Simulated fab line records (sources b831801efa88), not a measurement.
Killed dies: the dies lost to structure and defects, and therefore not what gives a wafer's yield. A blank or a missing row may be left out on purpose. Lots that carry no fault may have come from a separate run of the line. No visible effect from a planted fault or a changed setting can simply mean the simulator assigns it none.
What tool caused it? :: flow sky130 :: 6 lots with 18 wafers sampled at 4 steps, on a route of 708 steps

WHAT EACH GAUGE READ, for each wafer
SKY_CAP2M_OVL_MEAS_12.
lot: L789
measured: day 42 01:06
on: overlay-02
CAP2M_OVL (nm): -2.7 -3.3 -0.6

lot: L797
measured: day 44 06:20
on: overlay-02
CAP2M_OVL (nm): -1.1 -0.5 -1.1

lot: L799
measured: day 44 22:56
on: overlay-02
CAP2M_OVL (nm): 1.6 0.8 -2.1

lot: L801
measured: day 45 10:24
on: overlay-01
CAP2M_OVL (nm): 1.0 1.1 1.7

lot: L804
measured: day 45 22:17
on: overlay-01
CAP2M_OVL (nm): 1.6 2.8 2.3

lot: L811
measured: day 47 19:17
on: overlay-02
CAP2M_OVL (nm): 141.9 142.7 143.4

TOOL THAT RAN EACH LOT (tool first, then ch and the chambers of the sampled wafers, then the start)
lot: L789
SKY_CAP2M_CVD_00: pecvd-02 ch 0,2, day 40 23:34
SKY_CAP2M_SPUTTER_02: pvd-sputter-04, day 40 23:39
SKY_CAP2M_EXPOSE_09: iline-stepper-02 ch 0, day 41 12:58

lot: L797
SKY_CAP2M_CVD_00: pecvd-04 ch 0,1, day 43 07:32
SKY_CAP2M_SPUTTER_02: pvd-sputter-04, day 43 07:37
SKY_CAP2M_EXPOSE_09: iline-stepper-01 ch 0, day 43 19:33

lot: L799
SKY_CAP2M_CVD_00: pecvd-02 ch 0,2, day 44 00:22
SKY_CAP2M_SPUTTER_02: pvd-sputter-02, day 44 00:28
SKY_CAP2M_EXPOSE_09: iline-stepper-01 ch 0, day 44 11:20

lot: L801
SKY_CAP2M_CVD_00: pecvd-04 ch 0,1,2, day 44 11:59
SKY_CAP2M_SPUTTER_02: pvd-sputter-03, day 44 12:04
SKY_CAP2M_EXPOSE_09: iline-stepper-02 ch 0, day 45 00:22

lot: L804
SKY_CAP2M_CVD_00: pecvd-03 ch 0,2, day 45 00:30
SKY_CAP2M_SPUTTER_02: pvd-sputter-02, day 45 00:35
SKY_CAP2M_EXPOSE_09: iline-stepper-01 ch 0, day 45 11:20

lot: L811
SKY_CAP2M_CVD_00: pecvd-04 ch 1,2, day 46 22:49
SKY_CAP2M_SPUTTER_02: pvd-sputter-02, day 46 22:54
SKY_CAP2M_EXPOSE_09: iline-stepper-01 ch 0, day 47 08:59
- SKY_CAP2M_CVD_00: deposits SiO2, target thk 15.5 nm.
- SKY_CAP2M_SPUTTER_02: material TiN, target thk 200 nm, time 166.7 s.
- SKY_CAP2M_EXPOSE_09: exposes mask CAP2M, target cd 1000 nm.

THE ANSWER, worked out from the rows above alone
Rule: the usual values come from the lots themselves. The widest of any qualifying gaps counts: lots, ordered by their means at a reading, are off when they make up no more than a third of the lots, leave a main group of 4 or more, and stand apart from it by 3 or more times the standard deviation of that group's means. A main group is skipped when, at the precision printed for the reading in the tables above, its means are all equal. A lot without any number at a reading at which 4 lots or more have one is off too. All remaining lots with rows at the step are treated as sound.
Off: L811, seen at SKY_CAP2M_OVL_MEAS_12 (CAP2M_OVL). For the main group the mean is 0.1 nm and the standard deviation 1.6.
A tool fits if, at a process step before that reading, it ran every lot that is off, and no sound lot after the first of them. Gauges at SKY_CAP2M_OVL_MEAS_12: tried the same way as those tools. Can't be told from this: 4 tools fit, pecvd-04 at SKY_CAP2M_CVD_00, pvd-sputter-02 at SKY_CAP2M_SPUTTER_02, iline-stepper-01 at SKY_CAP2M_EXPOSE_09, overlay-02 at SKY_CAP2M_OVL_MEAS_12.

WHAT WAS PUT IN BY THE SIMULATOR
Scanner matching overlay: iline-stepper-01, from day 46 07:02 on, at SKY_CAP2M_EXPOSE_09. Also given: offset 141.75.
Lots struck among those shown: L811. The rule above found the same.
